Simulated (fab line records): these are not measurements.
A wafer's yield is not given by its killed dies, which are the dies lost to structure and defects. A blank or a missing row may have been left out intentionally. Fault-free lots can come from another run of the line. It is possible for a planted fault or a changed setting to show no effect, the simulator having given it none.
fab line records + flow sky130
[record]
- lots = 4
- wafers = 12
- lastDay = 49
route steps=708 shown LDD_LDN@292 SPACER@304 POLY_CUT@307 SD_P@320 RES_XHIGH@332 SALICIDE@361 PAD_OPEN@708
lots that met no fault: taken from a fault-free run of the same line
startH: start of the lot's first displayed wafer, in hours after the record's first day + waitH: time in hours since the lot's previous step + " same as the row above + L1.1+2: a row that stands for several wafers + - either no value or no given start + * or withheld: withheld + < > ~ a bound
route shown NAME@n: a module of which the file shows steps, and the number in the route of the first + usual: the fault-free wafers' mean and standard deviation + same: alike in all rows + chamber/n: place in a boat + sites: the reading at each site + _std_site: how widely they spread, as a standard deviation + _edge_site: mean of outer sites minus mean of inner sites + radiusMm: for every site, how far away it sits from the centre of the wafer + mask NAME#n: copy n + behind: tool/chamber where the wafer was last shaped + hold: why the lot was held/for how many hours/how that ended + device: transistor that didn't switch, given as n, p or np + end of line: the same wafers' tests at the end of the route + a step given without rows: its recipe and nothing more + killed: dies that structure and defects cost at the first sort, which is not the same as the wafer's yield + map: a wafer's dies, x killed, . not, _ none there
set.NAME: the setting that was run; set.NAME@STEP: the one run at that earlier step + model.NAME: the simulator's own value behind a step, which no gauge read
lots at selected steps of the route; one table per step, one row per wafer
services: from which hour (startH, from the record's first day; less than 0 if before it) a tool's chamber was out of use, for how many hours, and why
[[steps]]
[step SKY_LDD_LDN_SOFTBAKE_03]
[recipe]
- tempC = 90
- timeS = 60
- resist = NOVOLAK
[step SKY_LDD_LDN_EXPOSE_04]
[recipe]
- maskId = LDNTM
- na = 0.6
- sourceShape = conventional
- sigmaOuter = 0.6
- polarization = unpolarized
- targetCdNm = 700
- doseMj = 140
[step SKY_LDD_LDN_PEB_05]
[recipe]
- tempC = withheld
- timeS = *
- resist = NOVOLAK
[step SKY_LDD_LDN_DEVELOP_06]
[recipe]
- resist = NOVOLAK
- developer = TMAH
- developTimeS = 60
- devTempC = 23
[step SKY_LDD_LDN_IMPLANT_08]
[recipe]
- species = As
- energyKev = 15
- doseCm2 = 1.25e+13
- tiltDeg = withheld
- rotationDeg = 23
[step SKY_LDD_LDN_IMPLANT_09]
[recipe]
- species = As
- energyKev = 15
- doseCm2 = 1.25e+13
- tiltDeg = withheld
- rotationDeg = 113
[step SKY_LDD_LDN_IMPLANT_10]
[recipe]
- species = As
- energyKev = 15
- doseCm2 = 1.25e+13
- tiltDeg = withheld
- rotationDeg = 203
[step SKY_LDD_LDN_IMPLANT_11]
[recipe]
- species = As
- energyKev = 15
- doseCm2 = 1.25e+13
- tiltDeg = withheld
- rotationDeg = 293
[step SKY_LDD_LDN_STRIP_12]
[recipe]
- chemistry = O2/N2
- powerW = 1400
- pressureMtorr = 1500
- platenTempC = withheld
- o2FlowSccm = 3000
- n2FlowSccm = 300
- overashFraction = 0.5
[step SKY_LDD_LDN_CLEAN_14]
[recipe]
- chemistry = SC1/SC2
- mix = 1:4:20
- tempC = 70
- timeS = 150
- dry = n2Spin
[step SKY_SPACER_CVD_00]
[recipe]
- material = Si3N4
- precursor = DCS/NH3
- targetThkNm = 43.1
- tempC = 770
- timeS = 740
- pressureMtorr = 250
[usual]
- spikeTcCentreC = 771.0/0.89
- zonePowerCentrePct = 14.39/0.18
- zonePowerUpperPct = 11.5/0.38
| lot.wafer | tool     | chamber | startH | waitH | spikeTcCentreC | zonePowerCentrePct | zonePowerUpperPct | model.Si3N4_of_SPACER_CVD_00.thkNm |
|-----------|----------|---------|--------|-------|----------------|--------------------|-------------------|------------------------------------|
| L614.3    | lpcvd-02 | 0       | 570.74 | 0.5   | 768.4          | 14.27              | 11.2              | 42.45                              |
| L614.4    | "        | 0       | "      | "     | 769.4          | 14.48              | 11.1              | 42.55                              |
| L614.5    | "        | 0       | "      | "     | 770.4          | 14.79              | 10.9              | 42.41                              |
| L615.2    | lpcvd-02 | 0       | 571.94 | 1.0   | 770.4          | 14.49              | 11.1              | 42.22                              |
| L615.3    | "        | 0       | "      | "     | 771.3          | 14.49              | 11.1              | 42.86                              |
| L615.4    | "        | 0       | "      | "     | 771.1          | 14.35              | 10.9              | 42.57                              |
| L627.1    | lpcvd-02 | 0       | 676.36 | 5.9   | 782.3          | 18.37              | 9.6               | 46.75                              |
| L627.4    | "        | 0       | "      | "     | 783.4          | 18.19              | 9.6               | 44.89                              |
| L627.6    | "        | 0       | "      | "     | 783.4          | 18.35              | 9.4               | 43.87                              |
| L629.3    | lpcvd-02 | 0       | 680.65 | 3.8   | 783.3          | 18.25              | 9.6               | 47.96                              |
| L629.4    | "        | 0       | "      | "     | 783.6          | 18.08              | 9.6               | 47.9                               |
| L629.5    | "        | 0       | "      | "     | 784.1          | 18.45              | 9.7               | 47.58                              |
[step SKY_SPACER_THK_MEAS_01]
[recipe]
- reads = Si3N4_of_SPACER_CVD_00
[usual]
- SPACER_CVD_00_THK = 43.1/0.44
| lot.wafer | tool         | chamber | startH | waitH | hold                    | SPACER_CVD_00_THK[nm] |
|-----------|--------------|---------|--------|-------|-------------------------|-----------------------|
| L614.3    | filmMetro-01 | -       | 571.96 | 0.0   | -                       | 42.4                  |
| L614.4    | "            | -       | "      | "     | -                       | 42.5                  |
| L614.5    | "            | -       | "      | "     | -                       | 42.4                  |
| L615.2    | filmMetro-01 | -       | 573.16 | 0.0   | -                       | 42.2                  |
| L615.3    | "            | -       | "      | "     | -                       | 42.8                  |
| L615.4    | "            | -       | "      | "     | -                       | 42.6                  |
| L627.1    | filmMetro-02 | -       | 679.07 | 0.0   | awaitDispo/0.2h/release | 46.7                  |
| L627.4    | "            | -       | "      | "     | awaitDispo/0.2h/release | 44.9                  |
| L627.6    | "            | -       | "      | "     | awaitDispo/0.2h/release | 43.8                  |
| L627.1    | filmMetro-02 | -       | 679.30 | 0.2   | -                       | 46.7                  |
| L627.4    | "            | -       | "      | "     | -                       | 44.9                  |
| L627.6    | "            | -       | "      | "     | -                       | 43.9                  |
| L629.3    | filmMetro-02 | -       | 682.48 | 0.0   | awaitDispo/0.2h/release | 47.9                  |
| L629.4    | "            | -       | "      | "     | awaitDispo/0.2h/release | 47.9                  |
| L629.5    | "            | -       | "      | "     | awaitDispo/0.2h/release | 47.6                  |
| L629.3    | filmMetro-02 | -       | 682.70 | 0.2   | -                       | 47.9                  |
| L629.4    | "            | -       | "      | "     | -                       | 47.9                  |
| L629.5    | "            | -       | "      | "     | -                       | 47.6                  |
[step SKY_SPACER_ETCHBACK_02]
[recipe]
- chemistry = CH3F/O2
- target = Si3N4
- stopOn = SiO2
- sourceW = 400
- biasW = 80
- pressureMtorr = 25
- ch3fFlowSccm = 40
- O2_flow_sccm = 30
- timeS = 46.7
- targetDepthA = 450
[usual]
- drypumpMotorCurrentA = 5.9/0.49
- oesProductAu = 0.855/0.0061
- throttleValvePct = 10.562/0.01
| lot.wafer | tool       | chamber | startH | waitH | hold                    | drypumpMotorCurrentA | oesProductAu | rfHoursCounterH | throttleValvePct | model.etch.depthNm |
|-----------|------------|---------|--------|-------|-------------------------|----------------------|--------------|-----------------|------------------|--------------------|
| L614.3    | rieDiel-02 | 2       | 572.00 | 0.0   | -                       | 6.1                  | 0.850        | 2               | 10.555           | 42.45              |
| L614.4    | "          | 0       | "      | "     | -                       | 5.2                  | 0.857        | 24              | 10.572           | 42.55              |
| L614.5    | "          | 0       | "      | "     | -                       | 5.2                  | 0.852        | -               | 10.572           | 42.41              |
| L615.2    | rieDiel-02 | 1       | 573.21 | 0.0   | -                       | 5.8                  | 0.842        | 64              | 10.571           | 42.22              |
| L615.3    | "          | 0       | "      | "     | -                       | 5.2                  | 0.851        | 24              | 10.557           | 42.86              |
| L615.4    | "          | 3       | "      | "     | -                       | 5.9                  | 0.845        | 58              | 10.569           | 42.57              |
| L627.1    | rieDiel-02 | 2       | 681.15 | 1.8   | awaitDispo/1.8h/release | 6.1                  | 0.890        | 4               | 10.544           | 46.75              |
| L627.4    | "          | 0       | "      | "     | awaitDispo/1.8h/release | 5.2                  | 0.875        | 26              | 10.568           | 44.89              |
| L627.6    | "          | 2       | "      | "     | awaitDispo/1.8h/release | 6.1                  | 0.859        | -               | 10.564           | 43.87              |
| L629.3    | rieDiel-02 | 0       | 686.28 | 3.6   | awaitDispo/3.5h/release | 5.2                  | 0.912        | 26              | 10.548           | 47.96              |
| L629.4    | "          | 2       | "      | "     | awaitDispo/3.5h/release | 6.2                  | 0.900        | 4               | 10.563           | 47.9               |
| L629.5    | "          | 0       | "      | "     | awaitDispo/3.5h/release | 5.2                  | 0.898        | -               | 10.575           | 47.58              |
[step SKY_POLY_CUT_DEHYDRATE_00]
[recipe]
- tempC = 200
- timeS = 60
[step SKY_POLY_CUT_HMDS_01]
[recipe]
- primeTimeS = 60
- primeTempC = 120
[step SKY_POLY_CUT_COAT_02]
[recipe]
- resist = BARC
- tempC = withheld
- timeS = withheld
- spinRpm = 3000
- resistThkNm = 60
[step SKY_POLY_CUT_COAT_03]
[recipe]
- resist = KrF-thick
- spinRpm = 3000
- resistThkNm = 450
[step SKY_POLY_CUT_SOFTBAKE_04]
[recipe]
- tempC = 100
- timeS = 90
- resist = KrF-thick
[step SKY_POLY_CUT_EXPOSE_05]
[recipe]
- maskId = NPCM
- na = 0.8
- sourceShape = annular
- sigmaInner = 0.55
- sigmaOuter = 0.85
- targetCdNm = 270
- doseMj = 32
[step SKY_POLY_CUT_PEB_06]
[recipe]
- pebTempC = withheld
- pebTimeS = withheld
- resist = KrF-thick
[step SKY_POLY_CUT_DEVELOP_07]
[recipe]
- developTimeS = 60
- resist = KrF-thick
- devTempC = 21
[step SKY_POLY_CUT_ETCH_10]
[recipe]
- chemistry = N2/H2
- target = BARC
- ionEnergyEv = 200
- sourceW = 500
- biasW = 100
- pressureMtorr = 30
- n2FlowSccm = 100
- h2FlowSccm = 200
- stopOn = SiO2
- timeS = 45.9
- targetDepthA = 600
[step SKY_POLY_CUT_ETCH_11]
[recipe]
- target = Si3N4
- chemistry = CF4/CH2F2/Ar
- stopOn = poly-Si
- sourceW = 600
- biasW = 150
- pressureMtorr = 40
- cf4FlowSccm = 40
- ch2f2FlowSccm = 20
- Ar_flow_sccm = 150
- timeS = 42.5
- targetDepthA = 600
[step SKY_POLY_CUT_STRIP_12]
[recipe]
- chemistry = O2/N2
- powerW = 1400
- pressureMtorr = 1500
- platenTempC = withheld
- o2FlowSccm = 3000
- n2FlowSccm = 300
- overashFraction = 0.5
[step SKY_SD_P_DEHYDRATE_00]
[recipe]
- tempC = 200
- timeS = 60
[step SKY_SD_P_HMDS_01]
[recipe]
- primeTimeS = 60
- primeTempC = 120
[step SKY_SD_P_COAT_02]
[recipe]
- resist = NOVOLAK
- spinRpm = 3000
- resistThkNm = 1140
[step SKY_SD_P_SOFTBAKE_03]
[recipe]
- tempC = 90
- timeS = 60
- resist = NOVOLAK
[step SKY_SD_P_EXPOSE_04]
[recipe]
- maskId = PSDM
- na = 0.6
- sourceShape = conventional
- sigmaOuter = 0.6
- polarization = unpolarized
- targetCdNm = 380
- doseMj = 138
[step SKY_SD_P_PEB_05]
[recipe]
- tempC = withheld
- timeS = *
- resist = NOVOLAK
[step SKY_SD_P_DEVELOP_06]
[recipe]
- resist = NOVOLAK
- developer = TMAH
- developTimeS = 60
- devTempC = 23
[step SKY_SD_P_IMPLANT_09]
[recipe]
- species = BF2
- energyKev = 20
- doseCm2 = 3e+15
- tiltDeg = 0
[step SKY_SD_P_STRIP_10]
[recipe]
- chemistry = O2/N2
- powerW = 1400
- pressureMtorr = 1500
- platenTempC = withheld
- o2FlowSccm = 3000
- n2FlowSccm = 300
- overashFraction = 0.5
[step SKY_RES_XHIGH_DEHYDRATE_00]
[recipe]
- tempC = 200
- timeS = 60
[step SKY_RES_XHIGH_HMDS_01]
[recipe]
- primeTimeS = 60
- primeTempC = 120
[step SKY_SALICIDE_CLEAN_00]
[recipe]
- chemistry = HF-last
- timeS = 30
- dilution = 100:1
- dry = ipaMarangoni
| lot.wafer | tool        | chamber | startH | waitH | model.Si3N4_of_SPACER_CVD_00.thkNm |
|-----------|-------------|---------|--------|-------|------------------------------------|
| L614.3    | wetBench-02 | 3       | 688.51 | 0.1   | 41.48                              |
| L614.4    | "           | 3       | "      | "     | 41.58                              |
| L614.5    | "           | 3       | "      | "     | 41.44                              |
| L615.2    | wetBench-02 | 0       | 689.52 | 0.1   | 41.23                              |
| L615.3    | "           | 0       | "      | "     | 41.87                              |
| L615.4    | "           | 0       | "      | "     | 41.58                              |
| L627.1    | wetBench-01 | 0       | 788.06 | 0.1   | 45.78                              |
| L627.4    | "           | 0       | "      | "     | 43.92                              |
| L627.6    | "           | 0       | "      | "     | 42.9                               |
| L629.3    | wetBench-02 | 0       | 792.29 | 0.1   | 46.98                              |
| L629.4    | "           | 0       | "      | "     | 46.91                              |
| L629.5    | "           | 0       | "      | "     | 46.6                               |
[step SKY_PAD_OPEN_PROBE_99]
[usual]
- killed_at_M0_to_M3 = 44/7.3
- killed_at_M4_up = 3.0/1.9
- killedAtContacts = 24/5
- killedAtFrontEnd = 16/4.5
- killedAtOther = 0.3/0.46
- killedDies = 87/10
- killedOnRim = 17/3.5
- killedOpen = 47/8.3
- killedShort = 39/6.4
[same]
- grossDies = 492
- killedAtBackSide = 0
| lot.wafer | tool      | chamber | startH  | waitH | killed_at_M0_to_M3 | killed_at_M4_up | killedAtContacts | killedAtFrontEnd | killedAtOther | killedDies | killedOnRim | killedOpen | killedShort | model.etest.pfet_01v8.rOnOhmUm | model.etest.sonosUncharged.rOnOhmUm | model.etest.pfet_01v8.driveUaUm | model.etest.sramPfetLatch.driveUaUm | model.etest.pfet_01v8_hvt.driveUaUm | model.etest.pfet_01v8_hvt.offLog10AUm |
|-----------|-----------|---------|---------|-------|--------------------|-----------------|------------------|------------------|---------------|------------|-------------|------------|-------------|--------------------------------|-------------------------------------|---------------------------------|-------------------------------------|-------------------------------------|---------------------------------------|
| L614.3    | prober-01 | -       | 1102.83 | 0.2   | 56                 | 2               | 27               | 20               | 0             | 105        | 24          | 66         | 39          | 2824                           | 810.9                               | 196.2                           | 144.1                               | 146.4                               | -13.01                                |
| L614.4    | prober-01 | -       | 1102.88 | 0.2   | 50                 | 4               | 23               | 21               | 0             | 98         | 14          | 62         | 36          | 2867                           | 814.7                               | 193.8                           | 139.6                               | 144.6                               | -13.15                                |
| L614.5    | prober-01 | -       | 1102.93 | 0.2   | 58                 | 8               | 24               | 21               | 0             | 111        | 26          | 66         | 45          | 2880                           | 821.2                               | 193.3                           | 141.5                               | 144.6                               | -13.07                                |
| L615.2    | prober-02 | -       | 1105.28 | 0.1   | 52                 | 1               | 27               | 19               | 0             | 99         | 14          | 59         | 40          | 2922                           | 800.5                               | 190                             | 141.1                               | 140.5                               | -13.39                                |
| L615.3    | prober-02 | -       | 1105.33 | 0.2   | 46                 | 0               | 30               | 10               | 0             | 86         | 21          | 49         | 37          | 2910                           | 807                                 | 190.8                           | 139.9                               | 145                                 | -13.24                                |
| L615.4    | prober-02 | -       | 1105.38 | 0.2   | 41                 | 4               | 25               | 8                | 2             | 80         | 12          | 48         | 32          | 2933                           | 801.8                               | 188.2                           | 136.2                               | 139.8                               | -13.05                                |
| L627.1    | prober-02 | -       | 1173.00 | 0.1   | 51                 | 6               | 15               | 8                | 0             | 80         | 15          | 38         | 42          | 2858                           | 818.6                               | 197.6                           | 141.1                               | 145.3                               | -12.68                                |
| L627.4    | prober-02 | -       | 1173.15 | 0.2   | 43                 | 2               | 21               | 20               | 0             | 86         | 16          | 42         | 44          | 2911                           | 818.4                               | 193.7                           | 144.5                               | 142.6                               | -12.94                                |
| L627.6    | prober-02 | -       | 1173.25 | 0.2   | 42                 | 3               | 18               | 19               | 1             | 83         | 15          | 42         | 41          | 2830                           | 824.7                               | 198.5                           | 146.5                               | 148.9                               | -12.62                                |
| L629.3    | prober-02 | -       | 1177.88 | 0.2   | 35                 | 3               | 25               | 12               | 0             | 75         | 14          | 45         | 30          | 2991                           | 841.4                               | 188.4                           | 141                                 | 140.1                               | -13.04                                |
| L629.4    | prober-02 | -       | 1177.93 | 0.2   | 35                 | 4               | 27               | 13               | 0             | 79         | 12          | 43         | 36          | 3060                           | 851.3                               | 184.1                           | 135.4                               | 135.8                               | -13.21                                |
| L629.5    | prober-02 | -       | 1177.98 | 0.2   | 38                 | 3               | 21               | 15               | 0             | 77         | 19          | 35         | 42          | 2930                           | 828.3                               | 191.9                           | 143                                 | 143.9                               | -13.12                                |
// killed by level:class
L614.3 CONTACT:geometricParticle:open=14 VIA1:geometricParticle:open=12 VIA3:geometricParticle:open=10 FIELD_ISO:geometricParticle:open=8 LI_CONTACT:geometricParticle:open=6 VIA1:geometricParticle:short=6 VIA2:geometricParticle:open=5 FIELD_ISO:geometricParticle:short=5
L614.4 VIA1:geometricParticle:open=12 CONTACT:geometricParticle:open=10 VIA3:geometricParticle:open=8 FIELD_ISO:geometricParticle:open=7 LI_CONTACT:geometricParticle:open=7 VIA3:geometricParticle:short=6 VIA1:geometricParticle:short=5 VIA2:geometricParticle:open=5
L614.5 VIA3:geometricParticle:open=12 CONTACT:geometricParticle:open=12 VIA1:geometricParticle:open=11 VIA1:geometricParticle:short=8 POLY_GATE:geometricParticle:open=7 VIA2:geometricParticle:open=7 VIA3:geometricParticle:short=6 LI_CONTACT:geometricParticle:open=5
L615.2 VIA1:geometricParticle:open=14 VIA3:geometricParticle:open=12 CONTACT:geometricParticle:open=9 LI_CONTACT:geometricParticle:open=9 FIELD_ISO:geometricParticle:short=6 POLY_GATE:geometricParticle:short=6 METAL1:geometricParticle:short=6 VIA2:geometricParticle:short=6
L615.3 VIA3:geometricParticle:open=11 CONTACT:geometricParticle:short=10 LI_CONTACT:geometricParticle:open=9 VIA1:geometricParticle:open=9 METAL2:geometricParticle:short=7 VIA2:geometricParticle:open=6 CONTACT:geometricParticle:open=6 METAL1:geometricParticle:short=4
L615.4 VIA1:geometricParticle:open=9 VIA2:geometricParticle:open=9 CONTACT:geometricParticle:open=9 LI_CONTACT:geometricParticle:open=8 VIA3:geometricParticle:open=6 CONTACT:geometricParticle:short=5 METAL1:geometricParticle:short=5 METAL2:geometricParticle:short=5
L627.1 VIA2:geometricParticle:open=9 METAL1:geometricParticle:short=9 VIA1:geometricParticle:open=8 METAL2:geometricParticle:short=8 CONTACT:geometricParticle:open=6 VIA3:geometricParticle:open=6 VIA1:geometricParticle:short=6 METAL4:geometricParticle:short=5
L627.4 CONTACT:geometricParticle:open=10 VIA1:geometricParticle:open=10 METAL2:geometricParticle:short=9 FIELD_ISO:geometricParticle:short=7 VIA1:geometricParticle:short=6 VIA2:geometricParticle:open=6 CONTACT:geometricParticle:short=5 FIELD_ISO:geometricParticle:open=4
L627.6 VIA1:geometricParticle:open=12 METAL1:geometricParticle:short=9 CONTACT:geometricParticle:open=9 FIELD_ISO:geometricParticle:open=6 POLY_GATE:geometricParticle:short=5 VIA1:geometricParticle:short=4 METAL2:geometricParticle:short=4 VIA3:geometricParticle:open=4
L629.3 VIA1:geometricParticle:open=10 CONTACT:geometricParticle:short=8 LI_CONTACT:geometricParticle:open=7 CONTACT:geometricParticle:open=7 VIA2:geometricParticle:open=7 POLY_GATE:geometricParticle:short=4 METAL1:geometricParticle:short=4 VIA1:geometricParticle:short=3
L629.4 CONTACT:geometricParticle:open=11 VIA1:geometricParticle:open=7 POLY_GATE:geometricParticle:short=6 LI_CONTACT:geometricParticle:open=6 VIA2:geometricParticle:open=6 CONTACT:geometricParticle:short=5 POLY_GATE:geometricParticle:open=4 METAL2:geometricParticle:short=4
L629.5 VIA1:geometricParticle:open=8 VIA1:geometricParticle:short=7 CONTACT:geometricParticle:open=6 LI_CONTACT:geometricParticle:short=5 VIA2:geometricParticle:open=5 FIELD_ISO:geometricParticle:open=4 LI_CONTACT:geometricParticle:open=4 CONTACT:geometricParticle:short=4
[[services]]
| tool        | chamber | startH | hours | kind          |
|-------------|---------|--------|-------|---------------|
| rieDiel-02  | 1       | 626.69 | -     | clean         |
| rieDiel-02  | 1       | 626.69 | 14.1  | scheduledDown |
| rieDiel-02  | 1       | 626.69 | 14.1  | ventCycle     |
| rieDiel-02  | 3       | 652.32 | -     | clean         |
| rieDiel-02  | 3       | 652.32 | 15.7  | scheduledDown |
| rieDiel-02  | 3       | 652.32 | 15.7  | ventCycle     |
| wetBench-01 | -       | 716.10 | 4.4   | pm            |
| wetBench-02 | -       | 718.51 | 0.9   | repair        |
[[key]]
[firstSign]
- step = SKY_SPACER_CVD_00
- reading = zonePowerCentrePct
- direction = up
- sigmas = 22
- usual = 14.39
- struck = 18.28
[effect]
- step = SKY_SPACER_CVD_00
- reading = spikeTcCentreC
- direction = up
- sigmas = 14
- usual = 771.0
- struck = 783.3
[effect]
- step = SKY_SPACER_THK_MEAS_01
- reading = visit
- direction = added
[effect]
- step = SKY_SPACER_THK_MEAS_01
- reading = SPACER_CVD_00_THK
- direction = up
- sigmas = 7.7
- usual = 43.1
- struck = 46.5
- wafersMoved = 5
[effect]
- step = SKY_SPACER_ETCHBACK_02
- reading = oesProductAu
- direction = up
- sigmas = 5.6
- usual = 0.855
- struck = 0.889
- wafersMoved = 5
[modelEffect]
- step = SKY_SPACER_CVD_00
- value = Si3N4_of_SPACER_CVD_00.thkNm
- without = 43.15
- struck = 46.49
[modelEffect]
- step = SKY_SPACER_ETCHBACK_02
- value = etch.depthNm
- without = 43.15
- struck = 46.49
[modelEffect]
- step = SKY_SALICIDE_CLEAN_00
- value = Si3N4_of_SPACER_CVD_00.thkNm
- without = 42.17
- struck = 45.51
[modelEffect]
- step = SKY_PAD_OPEN_PROBE_99
- value = etest.pfet_01v8.rOnOhmUm
- without = 2828
- struck = 2930
metAt SKY_SPACER_CVD_00
struckWafers L627.1,L627.4,L627.6,L629.3,L629.4,L629.5
testerLeftOut L627,L629
onsetBetween 571.94 676.36
[fault]
- kind = processParameterDrift
- tool = lpcvd-02
- chamber = 0
- onsetH = 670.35
- steps = SKY_SPACER_CVD_00
- channel = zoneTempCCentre
- offset = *
- shape = step
- endH = 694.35
// testerLeftOut: of these lots the tester's yield and bins aren't shown, on N5 and GAA mostly nor the transistor test; their killed dies are dies lost to structure and defects alone, not to doping, threshold or leakage, so they don't give the yield
